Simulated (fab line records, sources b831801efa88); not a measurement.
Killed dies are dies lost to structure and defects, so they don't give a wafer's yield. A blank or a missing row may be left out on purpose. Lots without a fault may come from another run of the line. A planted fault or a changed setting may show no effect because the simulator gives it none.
A struck lot beside a sound one | flow gf180mcu | 14 steps out of a route of 602
Sound: wafers L346.1, L346.2, L346.4. Struck: wafers L349.1, L349.4, L349.6. The cause comes at the end.
At each step with rows: each side's tool, then ch and its chambers, then its first start. Under that, the readings that differ: sound wafers | struck wafers | difference of the means | sigmas: that difference in standard deviations of wafers without a fault.
alike: readings whose means differ by less than 2 such deviations, and words and numbers that are the same on both sides. not compared: withheld readings, readings that some wafer has no value for, bounds like >300 that may hide the same value, and numbers for which the record gives no deviation and whose values overlap.
The two part at a step that has a row with sigmas, a row that says differs or no value, or rows on one side only. Numbers that don't overlap but have no deviation are shown without sigmas and don't part them. A reading that every wafer of one side lacks parts them only if that side has two wafers or more.

first, 1 step without rows for these wafers: GF_V2_ETCH_16 (etches BARC in N2/H2).
GF_V2_ETCH_17: etches SiO2 in C4F8/O2/Ar, stops on TiN, target depth 630 nm.
  sound on rie_diel-01 ch 0,2,3; struck on rie_diel-01 ch 0,2,3
  alike: oes_product_au
then, 3 steps without rows for these wafers: GF_V2_STRIP_18 (strips in O2/N2); GF_V2_STRIP_19 (strips in post etch residue remover, time 1200 s); GF_V2_CLEAN_20 (cleans in DIW).
GF_V2_SPUTTER_21: material Ti, target thk 15 nm, time 80.02 s.
  sound on pvd_sputter-02, day 25 16:34; struck on pvd_sputter-01, day 26 16:31
  alike: throttle_valve_pct
then, 1 step without rows for these wafers: GF_V2_SPUTTER_22 (material TiN, target thk 10 nm, time 40 s).
GF_V2_CVD_23: deposits W, target thk 350 nm, time 104.94 s.
  sound on cvd_w-02 ch 0,1, day 25 16:40; struck on cvd_w-01 ch 1, day 26 16:37
  alike: heater_power_w
GF_V2_RS_MEAS_24: measures by four-point-probe.
  sound on film_metro-02, day 25 16:46; struck on film_metro-02, day 26 16:50
  alike: V2_W_RS
GF_V2_THK_MEAS_25: measures by xrf.
  sound on film_metro-02, day 25 16:53; struck on film_metro-02, day 26 16:58
  alike: V2_W_THK
GF_V2_CMP_26: polishes, stops on SiO2, t overpolish 15 s, target thk 0 nm.
  sound on cmp-02 ch 1,2,3, day 25 16:57; struck on cmp-02 ch 0,1,3, day 26 17:04
  alike: head_pressure_psi, motor_current_A, overpolish_run_s, time_to_endpoint_s
GF_M3_SPUTTER_00: material Ti, target thk 37.5 nm, time 150 s.
  sound on pvd_sputter-01, day 25 17:15; struck on pvd_sputter-01, day 26 17:19
  alike: throttle_valve_pct
GF_M3_SPUTTER_01: material TiN, target thk 30 nm, time 25 s.
  sound on pvd_sputter-01, day 25 17:21; struck on pvd_sputter-01, day 26 17:25
  reading                                | sound          | struck           | difference | sigmas
  model.TiN_of_M3_SPUTTER_01.thk_nm (nm) | 29.56 30 29.79 | 19.03 18.9 19.09 | -10.78     |
  alike: throttle_valve_pct
then, 1 step without rows for these wafers: GF_M3_SPUTTER_02 (material AlCu, target thk 450 nm, time 23.9 s).

WHERE THEY PART
Nowhere in this record.

WHY: what the simulator had put in
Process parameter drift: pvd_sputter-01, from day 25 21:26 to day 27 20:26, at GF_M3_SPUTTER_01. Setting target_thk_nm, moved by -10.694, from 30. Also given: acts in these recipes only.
